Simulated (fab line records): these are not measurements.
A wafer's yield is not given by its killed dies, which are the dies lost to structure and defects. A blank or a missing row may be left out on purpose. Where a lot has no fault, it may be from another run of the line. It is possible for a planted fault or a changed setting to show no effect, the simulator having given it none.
A lot that was struck, set against a sound lot | flow sky130 | 24 steps out of a route of 708
Sound: the wafers L210.2, L210.5, L210.6. Struck: wafers L198.2, L198.3, L198.6. Last of all comes the cause.
Order at every step that has rows: each side's tool, ch and its chambers, its first start. Under that, the readings that differ: sound wafers | struck wafers | difference of the means | sigmas: that difference in standard deviations of wafers without a fault.
alike: readings with means less than 2 such deviations apart, plus words and numbers identical on both sides. not compared: withheld readings, readings lacking a value on some wafer, bounds such as >300 that could conceal the same value, and numbers that have no deviation in the record and whose values overlap.
Wherever a step has rows on one side only, a row that says differs or no value, or a row with sigmas, the two part there. Numbers that don't overlap but have no deviation are shown without sigmas and don't part them. A reading missing from all wafers of one side parts the sides only when that side holds two or more wafers.

first, 4 steps without rows for these wafers: SKY_LDD_HVP_SOFTBAKE_03 (time 60 s); SKY_LDD_HVP_EXPOSE_04 (exposes mask HVPTM, target cd 700 nm); SKY_LDD_HVP_PEB_05; SKY_LDD_HVP_DEVELOP_06 (develop time 60 s).
SKY_LDD_HVP_OVL_MEAS_07:
  sound on overlay-01, day 28 07:20; struck on overlay-02, day 24 07:32
  alike: LDD_HVP_OVL
then, 1 step without rows for these wafers: SKY_LDD_HVP_IMPLANT_08.
SKY_LDD_HVP_STRIP_09: strips in O2/N2.
  sound on plasma_asher-04 ch 0,1, day 28 07:31; struck on plasma_asher-02 ch 0,1, day 24 07:43
  reading             | sound          | struck         | difference | sigmas
  o2_flow_sccm (sccm) | 2991 2992 2987 | 3009 3008 3006 | +18        | +2
  alike: drypump_motor_current_A, oes_product_au, strip_time_to_endpoint_s
  not compared: rf_hours_counter_h
SKY_LDD_HVP_TW_MEAS_10:
  sound on film_metro-04, day 28 07:38; struck on film_metro-04, day 24 07:49
  alike: LDD_HVP_TW
then, 4 steps without rows for these wafers: SKY_LDD_LDN_DEHYDRATE_00 (time 60 s); SKY_LDD_LDN_HMDS_01 (prime time 60 s); SKY_LDD_LDN_COAT_02 (resist thk 1140 nm); SKY_LDD_LDN_SOFTBAKE_03 (time 60 s).
SKY_LDD_LDN_EXPOSE_04: exposes mask LDNTM, target cd 700 nm.
  sound on iline_stepper-02 ch 0, day 28 22:20; struck on iline_stepper-01 ch 0, day 24 22:56
  reading | sound                   | struck               | difference | sigmas
  mask    | LDNTM#0 LDNTM#0 LDNTM#0 | PSDM#0 PSDM#0 PSDM#0 | differs    |
then, 2 steps without rows for these wafers: SKY_LDD_LDN_PEB_05; SKY_LDD_LDN_DEVELOP_06 (develop time 60 s).
SKY_LDD_LDN_OVL_MEAS_07:
  sound on overlay-02, day 29 12:08; struck on overlay-01, day 25 13:17
  reading          | sound          | struck | difference                    | sigmas
  LDD_LDN_OVL (nm) | -1.8 -2.1 -1.8 | - - -  | no value on the struck wafers |
then, 4 steps without rows for these wafers: SKY_LDD_LDN_IMPLANT_08; SKY_LDD_LDN_IMPLANT_09; SKY_LDD_LDN_IMPLANT_10; SKY_LDD_LDN_IMPLANT_11.
SKY_LDD_LDN_STRIP_12: strips in O2/N2.
  sound on plasma_asher-01 ch 0,1, day 29 12:46; struck on plasma_asher-01 ch 1, day 25 13:55
  reading                      | sound             | struck            | difference | sigmas
  strip_time_to_endpoint_s (s) | 14.12 14.06 14.03 | 14.19 14.21 14.21 | +0.13      | +3
  alike: drypump_motor_current_A, o2_flow_sccm, oes_product_au
  not compared: rf_hours_counter_h
SKY_LDD_LDN_TW_MEAS_13:
  sound on film_metro-04, day 29 12:52; struck on film_metro-01, day 25 14:01
  reading    | sound          | struck   | difference | sigmas
  LDD_LDN_TW | 1483 1482 1494 | 30 30 30 | -1456      | -99 or more
then, 1 step without rows for these wafers: SKY_LDD_LDN_CLEAN_14 (cleans in SC1/SC2, time 150 s).
-- a jump in the record: the struck wafers' starts before and after are 22 days apart (it breaks off in module LDD_LDN and resumes in module PAD_OPEN, where the first step shown is number 708 of the route) --
SKY_PAD_OPEN_PROBE_99:
  sound on prober-02, day 50 09:16; struck on prober-02, day 47 16:23
  reading                                 | sound             | struck              | difference | sigmas
  killed_at_front_end                     | 13 15 19          | 419 425 428         | +408       | +95
  killed_dies                             | 79 92 82          | 492 492 492         | +408       | +41
  killed_on_rim                           | 16 23 19          | 96 96 96            | +77        | +19
  model.etest.pfet_01v8.r_on_ohm_um       | 2852 2853 2920    | 7624 9291 1.135e+04 | +6547      |
  model.etest.pfet_g5v0d10v5.r_on_ohm_um  | 4730 4697 4711    | 4832 4910 4960      | +188       |
  model.etest.pfet_01v8.drive_ua_um       | 195.2 193.5 190.1 | 69.53 58.03 47.93   | -134.44    |
  model.etest.pfet_01v8_hvt.drive_ua_um   | 145.5 144.6 142.3 | 47.45 36.95 29.25   | -106.25    |
  model.etest.sram_pfet_latch.drive_ua_um | 144.8 140.1 139.2 | 48.32 35.98 30.86   | -102.98    |
  model.etest.pfet_01v8_mvt.drive_ua_um   | 152.6 152.4 150.3 | 79.5 68.49 59.8     | -82.5      |
  model.etest.pfet_01v8_lvt.drive_ua_um   | 175.2 174 173.5   | 112.6 100.6 90.23   | -73.1      |
  model.etest.res_pdiff.line_ohm_um       | 1371 1344 1351    | 1436 1458 1444      | +91        |
  alike: killed_at_M0_to_M3, killed_at_M4_up, killed_at_contacts, killed_at_other, killed_open, killed_short

## WHERE THEY PART
Last at SKY_PAD_OPEN_PROBE_99 as far as this record goes, first at SKY_LDD_HVP_STRIP_09.

WHY: what had been put in by the simulator
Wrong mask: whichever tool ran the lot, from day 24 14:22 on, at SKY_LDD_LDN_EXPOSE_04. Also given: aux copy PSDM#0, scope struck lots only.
